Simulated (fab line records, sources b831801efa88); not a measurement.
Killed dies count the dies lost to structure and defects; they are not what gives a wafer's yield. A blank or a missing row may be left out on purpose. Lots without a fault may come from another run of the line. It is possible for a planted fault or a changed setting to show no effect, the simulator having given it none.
Struck lot and sound lot, side by side / flow sky130 / 16 steps out of a route of 708
Sound: wafers L762.1, L762.3, L762.5. Struck: wafers L771.1, L771.4, L771.5. The cause is given at the end.
For every step that has rows: the tool of each side, followed by ch and its chambers, followed by its first start. Under that, the readings that differ: sound wafers / struck wafers / difference of the means / sigmas: that difference in standard deviations of wafers without a fault.
alike: readings whose means differ by less than 2 such deviations, and words and numbers that are the same on both sides. not compared: withheld readings, readings that some wafer has no value for, bounds like >300 that may hide the same value, and numbers for which the record gives no deviation and whose values overlap.
The two part at a step that has a row with sigmas, a row that says differs or no value, or rows on one side only. When numbers do not overlap yet have no deviation, they are printed without sigmas and do not part them. Lack of a reading on every wafer of one side parts them only where that side has two or more wafers.

first, 2 steps without rows for these wafers: SKY_LOCAL_INTERCONNECT_PEB_09; SKY_LOCAL_INTERCONNECT_DEVELOP_10 (develop time 60 s).
SKY_LOCAL_INTERCONNECT_CD_MEAS_11: the cd target is 170 nm.
  sound on cd-sem-02 at day 32 12:03; struck on cd-sem-01 at day 34 23:42
  alike: cd-nm
SKY_LOCAL_INTERCONNECT_OVL_MEAS_12:
  sound on overlay-02 at day 32 12:10; struck on overlay-02 at day 34 23:49
  alike: LOCAL_INTERCONNECT_OVL
SKY_LOCAL_INTERCONNECT_ETCH_13: etches BARC in N2/H2, stops on SiO2, time 45.9 s, target depth 60 nm.
  sound on rie-metal-03 ch 1, day 32 12:13; struck on rie-metal-01 ch 0, day 34 23:52
  alike: drypump-motor-current-A, oes-product-au, throttle-valve-pct
  not compared: rf-hours-counter-h
SKY_LOCAL_INTERCONNECT_METAL_ETCH_14: etches TiN in Cl2/BCl3, stops on PSG, target depth 110 nm, time 31.4 s.
  sound on rie-metal-03 ch 1, day 32 12:16; struck on rie-metal-01 ch 0, day 34 23:59
  alike: drypump-motor-current-A, oes-product-au, throttle-valve-pct
  not compared: rf-hours-counter-h
SKY_LOCAL_INTERCONNECT_STRIP_15: strips in O2/N2.
  sound on plasma-asher-01 ch 1, day 32 12:19; struck on plasma-asher-04 ch 0, day 35 00:05
reading=drypump-motor-current-A (A); sound=5.0 5.1 5.1; struck=6.3 6.4 6.4; difference=+1.3; sigmas=+2
  alike: oes-product-au, strip-time-to-endpoint-s
  not compared: rf-hours-counter-h
then, 3 steps without rows for these wafers: SKY_LOCAL_INTERCONNECT_STRIP_16 (strips in post etch residue remover, time 1200 s); SKY_LOCAL_INTERCONNECT_CLEAN_17 (cleans in IPA, time 180 s); SKY_LOCAL_INTERCONNECT_CLEAN_18 (cleans in O3/DIW).
SKY_CONTACT_CVD_00: deposits Si3N4, target thk 75 nm.
  sound on pecvd-04 ch 0,2, day 32 13:25; struck on pecvd-03 ch 0,1,2, day 35 00:47
  alike: heater-power-w
SKY_CONTACT_THK_MEAS_01:
  sound on film-metro-01 at day 32 13:26; struck on film-metro-01 at day 35 00:49
  alike: CONTACT_CVD_00_THK
SKY_CONTACT_HDPCVD_02: deposits SiO2, target thk 565 nm, time 94.2 s.
  sound on hdpcvd-02 ch 0,1,2, day 32 13:30; struck on hdpcvd-01 ch 1,2, day 35 00:52
reading=run-length-s (s); sound=122.6 122.1 122.0; struck=118.6 118.3 119.8; difference=-3.3; sigmas=-8
reading=model.SiO2_of_CONTACT_HDPCVD_02.thk-nm (nm); sound=552.7 568.4 560.7; struck=546.5 536.2 536.4; difference=-20.9; sigmas=
  alike: sih4-flow-sccm
SKY_CONTACT_THK_MEAS_03:
  sound on film-metro-03 at day 32 13:34; struck on film-metro-02 at day 35 00:58
reading=CONTACT_HDPCVD_THK (nm); sound=553 568 561; struck=547 536 537; difference=-21; sigmas=-3
SKY_CONTACT_CMP_04: polishes SiO2.
  sound on cmp-02 ch 0,1,2, day 32 13:44; struck on cmp-02 ch 1,2, day 35 01:05
  alike: motor-current-A, slurry-filter-dp-kPa, time-to-endpoint-s
following that, these wafers have no rows for 1 step: SKY_PAD_OPEN_PROBE_99.

## WHERE THEY PART
First at SKY_LOCAL_INTERCONNECT_STRIP_15; last, within this record, at SKY_CONTACT_THK_MEAS_03. Later steps at which nothing parts them and some readings are alike: SKY_CONTACT_CMP_04.

WHY: what the simulator had put in
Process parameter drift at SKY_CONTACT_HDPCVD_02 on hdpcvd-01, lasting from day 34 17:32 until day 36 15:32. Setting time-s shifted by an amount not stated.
